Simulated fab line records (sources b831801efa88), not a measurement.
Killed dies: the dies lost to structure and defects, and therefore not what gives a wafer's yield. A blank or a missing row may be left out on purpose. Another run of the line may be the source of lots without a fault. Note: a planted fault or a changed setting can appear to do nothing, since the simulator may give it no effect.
fab line records -- flow sky130
record: lots: 6, wafers: 16, last-day: 50
route steps=708 shown SD_P@359 RES_XHIGH@360 SALICIDE@361 LI_CONTACT@362 PAD_OPEN@708
lots with no fault: from the same line, run without faults
start-h: start of the lot's first displayed wafer, in hours after the record's first day -- wait-h: hours from the lot's prior step to this one -- " identical to the entry in the row above -- L1.1+2: a single row standing in for several wafers -- - no value, or no start given -- * or withheld: withheld -- < > ~ a bound
route shown NAME@n: names a module that has steps shown in the file, with the first one's number in the route -- usual: mean/standard deviation taken from wafers without a fault -- same: alike in all rows -- chamber/n: place in a boat -- sites: readings site by site -- _std_site: how widely they spread, as a standard deviation -- _edge_site: outer sites' mean less inner sites' -- radius-mm: for every site, how far away it sits from the centre of the wafer -- mask NAME#n: copy n -- behind: the most recent tool/chamber to have shaped the wafer -- hold: what put the lot on hold/how long, in hours/how the hold closed -- device: names the non-switching transistor (n, p or np) -- end of line: the tests these same wafers got at the end of their route -- step lacking rows: just its recipe -- killed: the dies lost at the first sort to structure and to defects; this is not the yield of the wafer -- map: the dies of a wafer, with x for killed, . for not killed, _ for no die there
set.NAME: the setting the step ran with; set.NAME@STEP: the setting that earlier step ran with -- model.NAME: the simulator's own value behind a step, which no gauge read
certain route steps with their lots: each step a table, each wafer a row
services: from which hour (start-h, from the record's first day; less than 0 if before it) a tool's chamber was out of use, for how many hours, and why
== steps ==
step: SKY_SD_N_RS_MEAS_17
recipe: thk-meas-gauge: four-point-probe
usual: SD_P_RS: 147.1/0.37
lot.wafer,tool,chamber,start-h,wait-h,SD_P_RS[ohm/sq]
L717.1,film-metro-03,-,679.97,0.1,147.3
L717.3,film-metro-03,-,679.97,0.1,147.4
L717.4,film-metro-03,-,679.97,0.1,147.2
L726.3,film-metro-02,-,757.57,0.1,147.1
L726.4,film-metro-02,-,757.57,0.1,147.2
L726.5,film-metro-02,-,757.57,0.1,147.7
L727.1,film-metro-02,-,768.18,0.1,147.6
L727.4,film-metro-02,-,768.18,0.1,147.1
L727.6,film-metro-02,-,768.18,0.1,147.4
L732.1,film-metro-03,-,806.73,0.1,146.9
L732.3,film-metro-03,-,806.73,0.1,147.0
L732.5,film-metro-03,-,806.73,0.1,147.2
L733.3,film-metro-02,-,824.36,0.1,147.3
L733.6,film-metro-02,-,824.36,0.1,146.9
L734.3,film-metro-03,-,833.06,0.1,147.5
L734.6,film-metro-03,-,833.06,0.1,147.1
step: SKY_SD_N_RS_MEAS_18
recipe: thk-meas-gauge: four-point-probe
usual: RES_XHIGH_RS: 333.2/1.1
lot.wafer,tool,chamber,start-h,wait-h,RES_XHIGH_RS[ohm/sq]
L717.1,film-metro-03,-,680.09,0.1,333.0
L717.3,film-metro-03,-,680.09,0.1,334.7
L717.4,film-metro-03,-,680.09,0.1,333.1
L726.3,film-metro-02,-,757.69,0.1,331.8
L726.4,film-metro-02,-,757.69,0.1,331.7
L726.5,film-metro-02,-,757.69,0.1,330.3
L727.1,film-metro-02,-,768.30,0.1,333.8
L727.4,film-metro-02,-,768.30,0.1,333.0
L727.6,film-metro-02,-,768.30,0.1,333.7
L732.1,film-metro-03,-,806.85,0.1,334.0
L732.3,film-metro-03,-,806.85,0.1,332.9
L732.5,film-metro-03,-,806.85,0.1,332.8
L733.3,film-metro-02,-,824.48,0.1,333.0
L733.6,film-metro-02,-,824.48,0.1,334.4
L734.3,film-metro-03,-,833.18,0.1,333.1
L734.6,film-metro-03,-,833.18,0.1,333.1
step: SKY_SALICIDE_CLEAN_00
recipe: chemistry: HF-last, time-s: 30, dilution: 100:1, dry: ipa-marangoni
step: SKY_LI_CONTACT_HDPCVD_00
recipe: material: PSG, target-thk-nm: 930, sigma-open-frac: 0.3, time-s: 155, temp-c: 600, sih4-flow-sccm: 60, pressure-mtorr: 6
step: SKY_LI_CONTACT_THK_MEAS_01
recipe: reads: PSG_of_LI_CONTACT_HDPCVD_00
usual: LI_CONTACT_HDPCVD_THK: 928/9.6
lot.wafer,tool,chamber,start-h,wait-h,LI_CONTACT_HDPCVD_THK[nm]
L717.1,film-metro-02,-,680.33,0.1,923
L717.3,film-metro-02,-,680.33,0.1,929
L717.4,film-metro-02,-,680.33,0.1,919
L726.3,film-metro-04,-,757.91,0.1,921
L726.4,film-metro-04,-,757.91,0.1,918
L726.5,film-metro-04,-,757.91,0.1,937
L727.1,film-metro-03,-,768.54,0.1,932
L727.4,film-metro-03,-,768.54,0.1,930
L727.6,film-metro-03,-,768.54,0.1,918
L732.1,film-metro-02,-,807.09,0.1,924
L732.3,film-metro-02,-,807.09,0.1,927
L732.5,film-metro-02,-,807.09,0.1,935
L733.3,film-metro-03,-,824.70,0.1,925
L733.6,film-metro-03,-,824.70,0.1,951
L734.3,film-metro-03,-,833.40,0.1,931
L734.6,film-metro-03,-,833.40,0.1,925
step: SKY_LI_CONTACT_CMP_02
recipe: material: PSG, down-force-psi: 4, platen-rpm: 60, pad-velocity-m-s: 0.94248
usual: motor-current-A: 12.1/1.8, slurry-filter-dp-kPa: 13.51/0.14, time-to-endpoint-s: 33.8/2.5
lot.wafer,tool,chamber,start-h,wait-h,motor-current-A,slurry-filter-dp-kPa,time-to-endpoint-s
L717.3,cmp-01,0,680.39,0.0,13.7,13.62,35.5
L717.4,cmp-01,2,680.39,0.0,10.8,13.61,36.9
L717.1,cmp-01,3,680.39,0.0,15.4,13.42,33.0
L726.3,cmp-02,2,757.95,0.0,10.8,13.63,35.4
L726.4,cmp-02,1,757.95,0.0,9.6,13.40,37.6
L726.5,cmp-02,2,757.95,0.0,10.7,13.67,35.1
L727.1,cmp-01,0,768.65,0.1,13.5,13.80,33.4
L727.4,cmp-01,1,768.65,0.1,11.5,13.55,32.6
L727.6,cmp-01,3,768.65,0.1,15.6,13.51,32.0
L732.3,cmp-01,3,807.15,0.0,15.2,13.46,31.3
L732.1,cmp-01,1,807.15,0.0,11.7,13.71,36.7
L732.5,cmp-01,0,807.15,0.0,14.4,13.22,35.3
L733.3,cmp-02,0,824.74,0.0,12.1,13.47,31.6
L733.6,cmp-02,1,824.74,0.0,9.5,13.47,37.5
L734.3,cmp-02,3,833.54,0.1,11.6,13.33,34.2
L734.6,cmp-02,1,833.54,0.1,10.1,13.57,32.9
step: SKY_LI_CONTACT_BOW_MEAS_03
recipe: mode: bow
usual: LI_CONTACT_BOW: 57/6.6
lot.wafer,tool,chamber,start-h,wait-h,LI_CONTACT_BOW[um]
L717.1,film-metro-02,-,680.69,0.1,53
L717.3,film-metro-02,-,680.69,0.1,56
L717.4,film-metro-02,-,680.69,0.1,57
L726.3,film-metro-02,-,758.29,0.3,52
L726.4,film-metro-02,-,758.29,0.3,50
L726.5,film-metro-02,-,758.29,0.3,56
L727.1,film-metro-04,-,768.90,0.2,55
L727.4,film-metro-04,-,768.90,0.2,70
L727.6,film-metro-04,-,768.90,0.2,63
L732.1,film-metro-04,-,807.45,0.1,49
L732.3,film-metro-04,-,807.45,0.1,54
L732.5,film-metro-04,-,807.45,0.1,51
L733.3,film-metro-04,-,825.08,0.3,56
L733.6,film-metro-04,-,825.08,0.3,57
L734.3,film-metro-03,-,833.78,0.2,42
L734.6,film-metro-03,-,833.78,0.2,63
step: SKY_LI_CONTACT_DEHYDRATE_04
recipe: temp-c: 200, time-s: 60
step: SKY_LI_CONTACT_HMDS_05
recipe: prime-time-s: 60, prime-temp-c: 120
step: SKY_LI_CONTACT_COAT_06
recipe: resist: BARC, temp-c: withheld, time-s: withheld, spin-rpm: 3000, resist-thk-nm: 60
step: SKY_LI_CONTACT_COAT_07
recipe: resist: KrF-thick, spin-rpm: 3000, resist-thk-nm: 450
step: SKY_LI_CONTACT_SOFTBAKE_08
recipe: temp-c: 100, time-s: 90, resist: KrF-thick
step: SKY_LI_CONTACT_EXPOSE_09
recipe: mask-id: LICM1, na: 0.8, source-shape: annular, sigma-inner: 0.55, sigma-outer: 0.85, target-cd-nm: 170, dose-mj: 38
usual: focus-offset-nm: 0.0/0.53, stage-vel-mm-s: 500.02/0.28
same: sigma-outer: 0.85
lot.wafer,tool,chamber,start-h,wait-h,mask,focus-offset-nm,stage-vel-mm-s
L717.1,krf-scanner-01,0,695.41,-,LICM1#0,-1.3,500.44
L717.3,krf-scanner-01,0,695.41,-,LICM1#0,-0.6,500.00
L717.4,krf-scanner-01,0,695.41,-,LICM1#0,0.3,500.63
L726.3,krf-scanner-02,0,772.20,-,LICM1#0,-0.2,500.22
L726.4,krf-scanner-02,0,772.20,-,LICM1#0,0.6,499.90
L726.5,krf-scanner-02,0,772.20,-,LICM1#0,-0.9,499.77
L727.1,krf-scanner-01,0,782.73,-,LICM1#0,0.1,500.01
L727.4,krf-scanner-01,0,782.73,-,LICM1#0,1.1,500.46
L727.6,krf-scanner-01,0,782.73,-,LICM1#0,0.5,500.10
L732.1,krf-scanner-01,0,822.04,-,LICM1#0,-0.4,499.96
L732.3,krf-scanner-01,0,822.04,-,LICM1#0,-0.4,500.17
L732.5,krf-scanner-01,0,822.04,-,LICM1#0,-0.5,500.09
L733.3,krf-scanner-01,0,838.25,-,LICM1#0,-0.1,500.03
L733.6,krf-scanner-01,0,838.25,-,LICM1#0,-0.3,499.91
L734.3,krf-scanner-01,0,847.50,-,LICM1#0,0.1,500.18
L734.6,krf-scanner-01,0,847.50,-,LICM1#0,-0.3,499.76
step: SKY_LI_CONTACT_PEB_10
recipe: peb-temp-c: withheld, peb-time-s: withheld, resist: KrF-thick
step: SKY_LI_CONTACT_DEVELOP_11
recipe: develop-time-s: 60, resist: KrF-thick, dev-temp-c: 21
step: SKY_LI_CONTACT_CD_MEAS_12
recipe: target-cd-nm: 170
usual: cd-nm: 170.3/1.2
lot.wafer,tool,chamber,start-h,wait-h,cd-nm
L717.1,cd-sem-02,-,708.96,-,168.6
L717.3,cd-sem-02,-,708.96,-,168.9
L717.4,cd-sem-02,-,708.96,-,169.4
L726.3,cd-sem-01,-,785.81,-,171.0
L726.4,cd-sem-01,-,785.81,-,170.0
L726.5,cd-sem-01,-,785.81,-,169.8
L727.1,cd-sem-01,-,795.87,-,170.7
L727.4,cd-sem-01,-,795.87,-,170.6
L727.6,cd-sem-01,-,795.87,-,170.2
L732.1,cd-sem-02,-,834.76,-,169.8
L732.3,cd-sem-02,-,834.76,-,169.1
L732.5,cd-sem-02,-,834.76,-,169.1
L733.3,cd-sem-01,-,851.36,-,169.8
L733.6,cd-sem-01,-,851.36,-,119.5
L734.3,cd-sem-01,-,860.55,-,173.3
L734.6,cd-sem-01,-,860.55,-,122.8
step: SKY_LI_CONTACT_OVL_MEAS_13
usual: LI_CONTACT_OVL: 1/5.6
lot.wafer,tool,chamber,start-h,wait-h,LI_CONTACT_OVL[nm]
L717.1,overlay-01,-,709.08,0.1,1
L717.3,overlay-01,-,709.08,0.1,2
L717.4,overlay-01,-,709.08,0.1,8
L726.3,overlay-02,-,785.90,0.1,5
L726.4,overlay-02,-,785.90,0.1,-5
L726.5,overlay-02,-,785.90,0.1,1
L727.1,overlay-01,-,795.99,0.1,4
L727.4,overlay-01,-,795.99,0.1,-1
L727.6,overlay-01,-,795.99,0.1,-1
L732.1,overlay-01,-,834.88,0.1,-2
L732.3,overlay-01,-,834.88,0.1,6
L732.5,overlay-01,-,834.88,0.1,3
L733.3,overlay-02,-,851.45,0.1,-1
L733.6,overlay-02,-,851.45,0.1,-4
L734.3,overlay-01,-,860.64,0.1,-1
L734.6,overlay-01,-,860.64,0.1,8
step: SKY_LI_CONTACT_ETCH_14
recipe: chemistry: N2/H2, target: BARC, ion-energy-ev: 200, source-w: 500, bias-w: 100, pressure-mtorr: 30, n2-flow-sccm: 100, h2-flow-sccm: 200, stop-on: SiO2, time-s: 45.9, target-depth-a: 600
usual: drypump-motor-current-A: 5.4/0.43, oes-product-au: 0.855/0.0049, throttle-valve-pct: 13.223/0.0086
lot.wafer,tool,chamber,start-h,wait-h,drypump-motor-current-A,oes-product-au,rf-hours-counter-h,throttle-valve-pct,model.LI_CONTACT.cd-nm
L717.1,rie-diel-01,1,709.12,0.0,4.7,0.862,1,13.225,168.8
L717.3,rie-diel-01,0,709.12,0.0,5.6,0.860,13,13.237,168.6
L717.4,rie-diel-01,2,709.12,0.0,5.9,0.854,14,13.224,169
L726.3,rie-diel-03,3,785.92,0.0,6.2,0.856,19,13.223,170.2
L726.4,rie-diel-03,2,785.92,0.0,5.6,0.846,16,13.224,169.7
L726.5,rie-diel-03,0,785.92,0.0,6.7,0.852,-,13.232,169.5
L727.1,rie-diel-04,1,796.02,0.0,4.9,0.867,7,13.225,170.8
L727.4,rie-diel-04,3,796.02,0.0,5.3,0.858,5,13.237,171.7
L727.6,rie-diel-04,2,796.02,0.0,5.4,0.855,-,13.224,169.8
L732.1,rie-diel-01,1,834.92,0.0,4.7,0.857,5,13.217,171
L732.3,rie-diel-01,0,834.92,0.0,5.6,0.857,18,13.240,170.3
L732.5,rie-diel-01,0,834.92,0.0,5.6,0.855,-,13.221,170.8
L733.3,rie-diel-04,3,851.47,0.0,5.3,0.851,6,13.225,170.8
L733.6,rie-diel-04,2,851.47,0.0,5.4,0.854,-,13.221,119.8
L734.3,rie-diel-01,3,860.67,0.0,5.4,0.853,13,13.232,173.1
L734.6,rie-diel-01,1,860.67,0.0,4.7,0.858,-,13.213,122.9
step: SKY_LI_CONTACT_ETCH_15
recipe: target: PSG, chemistry: C4F8/O2/Ar, stop-on: Si, taper-deg: 4.15, mask-material: KrF-thick, source-w: 1500, bias-w: 1200, pressure-mtorr: 40, c4f8-flow-sccm: withheld, O2_flow_sccm: 6, Ar_flow_sccm: 300, time-s: withheld, target-depth-a: 6000
usual: oes-product-au: 0.837/0.0041
lot.wafer,tool,chamber,start-h,wait-h,oes-product-au,model.LI_CONTACT.cd-nm
L717.1,rie-diel-01,1,709.16,0.0,0.838,168.7
L717.3,rie-diel-01,0,709.16,0.0,0.840,169.2
L717.4,rie-diel-01,2,709.16,0.0,0.840,168.8
L726.3,rie-diel-03,3,785.96,0.0,0.844,170.5
L726.4,rie-diel-03,2,785.96,0.0,0.832,170.6
L726.5,rie-diel-03,0,785.96,0.0,0.834,169.4
L727.1,rie-diel-04,1,796.06,0.0,0.831,171.1
L727.4,rie-diel-04,3,796.06,0.0,0.838,172.1
L727.6,rie-diel-04,2,796.06,0.0,0.838,169.6
L732.1,rie-diel-01,1,834.96,0.0,0.833,170.9
L732.3,rie-diel-01,0,834.96,0.0,0.841,171.3
L732.5,rie-diel-01,0,834.96,0.0,0.836,171.6
L733.3,rie-diel-04,3,851.51,0.0,0.844,171.2
L733.6,rie-diel-04,2,851.51,0.0,0.837,119.4
L734.3,rie-diel-01,3,860.71,0.0,0.838,172.2
L734.6,rie-diel-01,1,860.71,0.0,0.837,122.3
step: SKY_LI_CONTACT_STRIP_16
recipe: chemistry: O2/N2, power-w: 1400, pressure-mtorr: 1500, platen-temp-c: withheld, o2-flow-sccm: 3000, n2-flow-sccm: 300, overash-fraction: 0.5
usual: drypump-motor-current-A: 5.3/0.39, o2-flow-sccm: 2999/7.9, oes-product-au: 0.375/0.0051, strip-time-to-endpoint-s: 3.48/0.037
lot.wafer,tool,chamber,start-h,wait-h,drypump-motor-current-A,o2-flow-sccm,oes-product-au,rf-hours-counter-h,strip-time-to-endpoint-s
L717.1,plasma-asher-03,1,709.24,-,5.2,3007,0.377,26,3.49
L717.3,plasma-asher-03,0,709.24,-,5.4,3001,0.371,-,3.48
L717.4,plasma-asher-03,1,709.24,-,5.2,3007,0.367,-,3.43
L726.3,plasma-asher-03,1,786.08,-,5.2,2995,0.371,-,3.36
L726.4,plasma-asher-03,0,786.08,-,5.4,2993,0.374,-,3.41
L726.5,plasma-asher-03,1,786.08,-,5.2,2980,0.374,-,3.40
L727.1,plasma-asher-02,0,796.15,-,5.1,2980,0.376,96,3.45
L727.4,plasma-asher-02,1,796.15,-,5.4,3000,0.374,-,3.48
L727.6,plasma-asher-02,1,796.15,-,5.4,3000,0.374,-,3.45
L732.1,plasma-asher-02,1,835.04,-,5.4,2999,0.371,100,3.48
L732.3,plasma-asher-02,0,835.04,-,5.1,3009,0.384,-,3.49
L732.5,plasma-asher-02,1,835.04,-,5.4,3002,0.374,-,3.54
L733.3,plasma-asher-02,0,851.63,-,5.1,3002,0.362,-,3.45
L733.6,plasma-asher-02,0,851.63,-,5.1,3004,0.376,-,3.46
L734.3,plasma-asher-01,1,860.83,-,4.6,2985,0.369,-,3.53
L734.6,plasma-asher-01,1,860.83,-,4.6,3006,0.376,-,3.49
step: SKY_PAD_OPEN_PROBE_99
usual: killed_at_M0_to_M3: 43/6, killed_at_M4_up: 3.2/1.9, killed-at-contacts: 25/5.4, killed-at-front-end: 15/4.5, killed-at-other: 0.3/0.59, killed-dies: 87/8.7, killed-on-rim: 17/3.5, killed-open: 47/6.7, killed-short: 39/5.7
same: gross-dies: 492, killed-at-back-side: 0
lot.wafer,tool,chamber,start-h,wait-h,killed_at_M0_to_M3,killed_at_M4_up,killed-at-contacts,killed-at-front-end,killed-at-other,killed-dies,killed-on-rim,killed-open,killed-short
L727.1,prober-01,-,1166.43,0.1,46,2,36,10,0,94,17,54,40
L727.4,prober-01,-,1166.58,0.2,54,1,27,15,1,98,22,64,34
L727.6,prober-01,-,1166.68,0.2,41,2,32,10,0,85,19,53,32
L733.3,prober-01,-,1208.69,0.2,40,2,30,8,0,80,13,53,27
L733.6,prober-01,-,1208.84,0.2,44,1,438,9,0,492,96,49,36
L734.3,prober-02,-,1209.04,0.2,67,3,18,13,0,101,23,56,45
L734.6,prober-02,-,1209.19,0.2,48,4,426,14,0,492,96,42,44
killed by level:class
L727.1 CONTACT:geometric-particle:open=17 VIA1:geometric-particle:open=16 METAL2:geometric-particle:short=7 VIA3:geometric-particle:open=6 LI_CONTACT:geometric-particle:open=5 LI_CONTACT:geometric-particle:short=5 CONTACT:geometric-particle:short=4 VIA1:geometric-particle:short=4
L727.4 VIA1:geometric-particle:open=18 CONTACT:geometric-particle:open=13 VIA2:geometric-particle:open=12 LI_CONTACT:geometric-particle:open=6 VIA1:geometric-particle:short=6 METAL1:geometric-particle:short=5 FIELD_ISO:geometric-particle:open=4 POLY_GATE:geometric-particle:short=4
L727.6 CONTACT:geometric-particle:open=13 VIA1:geometric-particle:open=12 LOCAL_INTERCONNECT:geometric-particle:short=8 VIA3:geometric-particle:open=6 POLY_GATE:geometric-particle:open=5 VIA2:geometric-particle:open=5 CONTACT:geometric-particle:short=4 VIA1:geometric-particle:short=4
L733.3 CONTACT:geometric-particle:open=13 LI_CONTACT:geometric-particle:open=9 VIA2:geometric-particle:open=8 VIA3:geometric-particle:open=7 VIA1:geometric-particle:open=6 VIA1:geometric-particle:short=5 CONTACT:geometric-particle:short=4 LOCAL_INTERCONNECT:geometric-particle:short=3
L733.6 LI_CONTACT:area-expose=407 CONTACT:geometric-particle:open=11 VIA3:geometric-particle:open=8 LI_CONTACT:geometric-particle:open=7 CONTACT:geometric-particle:short=7 VIA2:geometric-particle:open=7 VIA1:geometric-particle:open=6 VIA3:geometric-particle:short=6
L734.3 VIA1:geometric-particle:open=15 METAL1:geometric-particle:short=12 VIA1:geometric-particle:short=9 VIA2:geometric-particle:open=9 VIA3:geometric-particle:open=7 CONTACT:geometric-particle:open=6 LI_CONTACT:geometric-particle:open=6 METAL2:geometric-particle:short=5
L734.6 LI_CONTACT:area-expose=406 VIA1:geometric-particle:open=10 VIA3:geometric-particle:open=7 METAL1:geometric-particle:short=6 VIA2:geometric-particle:open=6 VIA2:geometric-particle:short=6 POLY_GATE:geometric-particle:short=5 LI_CONTACT:geometric-particle:open=5
map L733.6 (x killed, . not)
__________xxxxxxxxxx_________
________xxxxxxxxxxxxxx_______
______xxxxxxxxxxxxxxxxxx_____
_____xxxxxxxxxxxxxxxxxxxx____
____xxxxxxxxxxxxxxxxxxxxxx___
___xxxxxxxxxxxxxxxxxxxxxxxx__
__xxxxxxxxxxxxxxxxxxxxxxxxxx_
_xxxxxxxxxxxxxxxxxxxxxxxxxxxx
_xxxxxxxxxxxxxxxxxxxxxxxxxxxx
_xxxxxxxxxxxxxxxxxxxxxxxxxxxx
_xxxxxxxxxxxxxxxxxxxxxxxxxxxx
_xxxxxxxxxxxxxxxxxxxxxxxxxxxx
_xxxxxxxxxxxxxxxxxxxxxxxxxxxx
_xxxxxxxxxxxxxxxxxxxxxxxxxxxx
_xxxxxxxxxxxxxxxxxxxxxxxxxxxx
__xxxxxxxxxxxxxxxxxxxxxxxxxx_
___xxxxxxxxxxxxxxxxxxxxxxxx__
____xxxxxxxxxxxxxxxxxxxxxx___
_____xxxxxxxxxxxxxxxxxxxx____
______xxxxxxxxxxxxxxxxxx_____
________xxxxxxxxxxxxxx_______
__________xxxxxxxxxx_________
map L734.6 (x killed, . not)
__________xxxxxxxxxx_________
________xxxxxxxxxxxxxx_______
______xxxxxxxxxxxxxxxxxx_____
_____xxxxxxxxxxxxxxxxxxxx____
____xxxxxxxxxxxxxxxxxxxxxx___
___xxxxxxxxxxxxxxxxxxxxxxxx__
__xxxxxxxxxxxxxxxxxxxxxxxxxx_
_xxxxxxxxxxxxxxxxxxxxxxxxxxxx
_xxxxxxxxxxxxxxxxxxxxxxxxxxxx
_xxxxxxxxxxxxxxxxxxxxxxxxxxxx
_xxxxxxxxxxxxxxxxxxxxxxxxxxxx
_xxxxxxxxxxxxxxxxxxxxxxxxxxxx
_xxxxxxxxxxxxxxxxxxxxxxxxxxxx
_xxxxxxxxxxxxxxxxxxxxxxxxxxxx
_xxxxxxxxxxxxxxxxxxxxxxxxxxxx
__xxxxxxxxxxxxxxxxxxxxxxxxxx_
___xxxxxxxxxxxxxxxxxxxxxxxx__
____xxxxxxxxxxxxxxxxxxxxxx___
_____xxxxxxxxxxxxxxxxxxxx____
______xxxxxxxxxxxxxxxxxx_____
________xxxxxxxxxxxxxx_______
__________xxxxxxxxxx_________
== services ==
tool,chamber,start-h,hours,kind
cmp-02,-,666.57,6.2,pm
rie-diel-01,1,686.70,9.7,repair
cmp-01,-,712.41,9.4,repair
krf-scanner-01,-,720.33,1.2,repair
cmp-01,-,726.25,2.4,repair
rie-diel-01,-,730.91,0.5,repair
krf-scanner-01,-,731.74,0.8,pm
rie-diel-04,3,734.69,7.7,repair
rie-diel-04,0,736.19,5.5,repair
krf-scanner-01,-,740.45,1.3,pm
cmp-01,-,747.53,5.4,pm
krf-scanner-01,-,752.27,4.4,pm
plasma-asher-02,-,752.37,9.5,pm
cmp-01,-,752.95,4.0,pm
cmp-01,-,760.57,0.6,repair
rie-diel-01,3,770.21,16.2,repair
cmp-01,-,770.32,0.8,repair
krf-scanner-01,-,771.87,3.6,pm
rie-diel-01,2,780.17,17.8,repair
krf-scanner-01,-,802.96,1.0,pm
krf-scanner-01,-,807.23,0.5,repair
cmp-01,-,809.20,3.0,repair
rie-diel-04,-,825.39,0.6,repair
rie-diel-04,1,829.96,9.1,repair
== key ==
first-sign: step: SKY_LI_CONTACT_CD_MEAS_12, reading: cd-nm, direction: down, sigmas: 40, usual: 170.3, struck: 121.1
effect: step: SKY_PAD_OPEN_PROBE_99, reading: killed-at-contacts, direction: up, sigmas: 75, usual: 25, struck: 432
model-effect: step: SKY_LI_CONTACT_ETCH_14, value: LI_CONTACT.cd-nm, without: 170.5, struck: 121.4
model-effect: step: SKY_LI_CONTACT_ETCH_15, value: LI_CONTACT.cd-nm, without: 170, struck: 120.8
more-kills-born-at: SKY_LI_CONTACT_EXPOSE_09@krf-scanner-01: 813
met-at SKY_LI_CONTACT_EXPOSE_09
struck-wafers L733.6,L734.6
later-rows-left-out L733.6,L734.6
tester-left-out L733,L734
onset-between 822.04 838.25
fault: kind: process-parameter-drift, tool: krf-scanner-01, chamber: -, onset-h: 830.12, steps: SKY_LI_CONTACT_EXPOSE_09, channel: focus-nm, offset: 329.61, shape: step, end-h: 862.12, scope: struck-wafers-only
tester-left-out: of these lots the tester's yield and bins aren't shown, on N5 and GAA mostly nor the transistor test; their killed dies are dies lost to structure and defects alone, not to doping, threshold or leakage, so they don't give the yield
later-rows-left-out: the simulator's readings of these wafers behind a module that went badly wrong aren't trusted and aren't shown, but for the sort
